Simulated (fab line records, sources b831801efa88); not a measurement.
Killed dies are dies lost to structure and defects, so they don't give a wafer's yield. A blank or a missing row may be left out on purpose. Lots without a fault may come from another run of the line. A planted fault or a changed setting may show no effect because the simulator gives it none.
Which tool did it? | flow gf180mcu | 6 lots, 18 wafers sampled, at 3 steps of a route of 602

WHAT THE GAUGES READ, wafer by wafer
GF_SAB_OVL_MEAS_10.
lot  | measured     | on         | SAB_OVL (nm)
L495 | day 16 00:52 | overlay-01 | 0.0 -2.2 -0.6
L500 | day 17 23:37 | overlay-01 | 0.7 -0.7 -0.4
L504 | day 19 18:43 | overlay-01 | 0.6 2.2 2.1
L508 | day 20 22:07 | overlay-01 | -2.0 -0.9 -1.4
L511 | day 22 01:16 | overlay-02 | -1.9 -1.1 -1.1
L513 | day 22 17:24 | overlay-01 | 2.0 -0.2 0.7

WHICH TOOL RAN EACH LOT (tool, then ch and the chambers of the sampled wafers, then the start)
lot  | GF_NWELL_COAT_02                 | GF_NWELL_STRIP_10
L495 | litho_track-03 ch 0, day 3 16:24 | plasma_asher-04 ch 0,1, day 3 23:05
L500 | litho_track-03 ch 0, day 4 20:24 | plasma_asher-01 ch 0, day 5 03:53
L504 | litho_track-03 ch 0, day 5 18:18 | plasma_asher-04 ch 0,1, day 6 02:32
L508 | litho_track-02 ch 0, day 6 14:39 | plasma_asher-04 ch 0,1, day 6 22:58
L511 | litho_track-01 ch 0, day 7 08:48 | plasma_asher-03 ch 0,1, day 7 16:56
L513 | litho_track-02 ch 0, day 7 16:15 | plasma_asher-03 ch 0, day 8 00:53
- GF_NWELL_COAT_02: resist thk 3000 nm.
- GF_NWELL_STRIP_10: strips in O2/N2.

THE ANSWER, worked out from the rows above alone
Rule: what is usual is taken from the lots themselves. Put in order of their means at a reading, lots are off if they are a third of the lots or fewer, leave a main group of 4 or more, and stand apart from it by a gap of 3 or more times the standard deviation of the main group's means; of several such gaps the widest counts. A main group whose means are all the same, to the digits that the tables above print for the reading, isn't used. A lot without any number at a reading at which 4 lots or more have one is off too. The other lots that the step has rows for count as sound.
No lot is off at any reading shown: from this, nothing can be told.

WHAT THE SIMULATOR HAD PUT IN
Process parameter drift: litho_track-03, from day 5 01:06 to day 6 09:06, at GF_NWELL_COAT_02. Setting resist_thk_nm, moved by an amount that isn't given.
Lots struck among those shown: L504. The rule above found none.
